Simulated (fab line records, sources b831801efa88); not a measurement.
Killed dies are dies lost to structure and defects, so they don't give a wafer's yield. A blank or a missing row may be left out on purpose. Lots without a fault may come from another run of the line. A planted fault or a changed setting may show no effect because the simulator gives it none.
Which tool did it? | flow sky130 | 7 lots, 21 wafers sampled, at 2 steps of a route of 708

WHAT THE GAUGES READ, wafer by wafer
SKY_VT_ADJUST_LVTN_TW_MEAS_21.
lot  | measured     | on            | VT_ADJUST_LVTN_2_TW
L495 | day 8 05:14  | film_metro-04 | 188.1 189.1 189.0
L497 | day 8 14:29  | film_metro-03 | 186.1 185.5 185.7
L500 | day 9 13:41  | film_metro-02 | 183.8 184.1 184.5
L502 | day 10 02:19 | film_metro-03 | 186.8 185.1 187.1
L509 | day 12 06:36 | film_metro-04 | 175.3 174.3 174.7
L513 | day 13 05:27 | film_metro-03 | 186.1 186.5 186.8
L516 | day 14 14:53 | film_metro-03 | 185.2 185.6 185.3

WHICH TOOL RAN EACH LOT (tool, then ch and the chambers of the sampled wafers, then the start)
lot  | SKY_VT_ADJUST_LVTN_IMPLANT_19
L495 | implanter-01 ch 0, day 8 04:59
L497 | implanter-01 ch 0, day 8 14:15
L500 | implanter-01 ch 0, day 9 13:27
L502 | implanter-04 ch 0, day 10 02:06
L509 | implanter-04 ch 0, day 12 06:23
L513 | implanter-01 ch 0, day 13 05:14
L516 | implanter-01 ch 0, day 14 14:38
- SKY_VT_ADJUST_LVTN_IMPLANT_19

THE ANSWER, worked out from the rows above alone
Rule: what is usual is taken from the lots themselves. Put in order of their means at a reading, lots are off if they are a third of the lots or fewer, leave a main group of 4 or more, and stand apart from it by a gap of 3 or more times the standard deviation of the main group's means; of several such gaps the widest counts. A main group whose means are all the same, to the digits that the tables above print for the reading, isn't used. A lot without any number at a reading at which 4 lots or more have one is off too. The other lots that the step has rows for count as sound.
Off: L509, at SKY_VT_ADJUST_LVTN_TW_MEAS_21 (VT_ADJUST_LVTN_2_TW). The main group: mean 186.1, standard deviation 1.4.
A tool fits if, at a process step before that reading, it ran every lot that is off, and no sound lot after the first of them. The gauges at SKY_VT_ADJUST_LVTN_TW_MEAS_21 are tried like those tools. Can't be told from this: 2 tools fit, implanter-04 at SKY_VT_ADJUST_LVTN_IMPLANT_19, film_metro-04 at SKY_VT_ADJUST_LVTN_TW_MEAS_21.

WHAT THE SIMULATOR HAD PUT IN
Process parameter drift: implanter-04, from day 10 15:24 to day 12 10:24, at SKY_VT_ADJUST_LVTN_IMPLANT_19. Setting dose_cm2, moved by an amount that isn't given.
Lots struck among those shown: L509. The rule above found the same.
